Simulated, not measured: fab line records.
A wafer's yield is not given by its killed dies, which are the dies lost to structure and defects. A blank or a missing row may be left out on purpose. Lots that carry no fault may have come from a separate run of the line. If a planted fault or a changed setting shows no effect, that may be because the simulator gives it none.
Problem report, 8D (eight disciplines) form, completed by code / flow gf180mcu / the parts of the form that need people (team, actions taken, sign-off) are left out

== 1. THE PROBLEM ==
Mean of heater-power-total-W at GF_V4_SOFTBAKE_10: 93.88 W across 6 wafers in 2 lots; on wafers with no fault it is 93.05 W (standard deviation 0.059). Relative to the usual mean, that is a shift of +14 standard deviations.
The step: time 60 s.
Earliest sighting: wafer L917.1 on litho-track-03 at day 26 11:00. Wafers with a number at this step in the record: 36, from 12 lots. By rule, "out" or "out of limits" means more than 4 standard deviations away from the usual mean. All remaining wafers that have a number are taken as sound.

== 2. WHAT IT IS AND WHAT IT IS NOT ==
question=which readings at this step | is=heater-power-total-W, plate-temp-C | is not=exhaust-pa
question=which lots | is=L917, L920 | is not=L912, L916, L927, L928, L929, L930, L931, L932, L933, L934
question=which wafers of those lots | is=all that have a number | is not=-
question=read on which tools | is=litho-track-03 | is not=litho-track-01, litho-track-02
question=when | is=from day 26 11:00 | is not=up to then (6 sound wafers); but 24 sound wafers of L927, L928, L929, L930, L931, L932, L933, L934 came after

== 3. WHAT RULES OUT EACH SUSPECT ==
Counting: any tool at a process step up to the reading is kept as a suspect provided that every lot that is out went through it and no sound lot did after the first of them.
- rie-diel-04 at GF_V3_ETCH_17 (etches SiO2 in C4F8/O2/Ar, stops on TiN, target depth 635 nm): ruled out as a lasting fault. The sound lots L931, L933 went through it after L917, its earliest lot that is out (day 25 00:58). GF_V3_ETCH_17 gives no start for some lots, so the hours and the order of its lots are those of GF_V3_STRIP_18.
- plasma-asher-02 at GF_V3_STRIP_18 (strips in O2/N2): ruled out as a lasting fault. The sound lots L932, L933 went through it after L917, its earliest lot that is out (day 25 00:58).
- litho-track-03 at GF_V4_SOFTBAKE_10 (time 60 s): ruled out as a lasting fault. The sound lots L928, L932, L934 went through it after L917, its earliest lot that is out (day 26 11:00).
Left after counting: nothing in the record.

== 4. THE CAUSE (what the simulator had put in) ==
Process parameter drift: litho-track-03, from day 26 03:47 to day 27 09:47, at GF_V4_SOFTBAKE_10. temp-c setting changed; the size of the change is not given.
Counting ruled it out, wrongly.

== 5. THE CHAIN OF EFFECTS, in route order ==
Each row: a reading whose mean over the struck wafers that have a number lies more than 3 standard deviations from the usual. Only readings for which the record gives a usual standard deviation are gone through. hours: the time from each lot's start at the first step in this table that gives one to its start at this step, as a median over the lots. sigmas: the change in usual standard deviations.
hours=0; step=GF_V4_SOFTBAKE_10; reading=heater-power-total-W; usual=93.05 W; on struck wafers=93.88; change=+0.83; sigmas=+14
hours=0; step=GF_V4_SOFTBAKE_10; reading=plate-temp-C; usual=129.96 C; on struck wafers=130.84; change=+0.88; sigmas=+6.8
Process steps it contains:
- GF_V4_SOFTBAKE_10: time 60 s.

== 6. HOW IT WOULD HAVE BEEN CAUGHT EARLIER ==
The fault began at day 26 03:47; the first out-of-limits reading in this record came at day 26 11:00, 7 hours later.
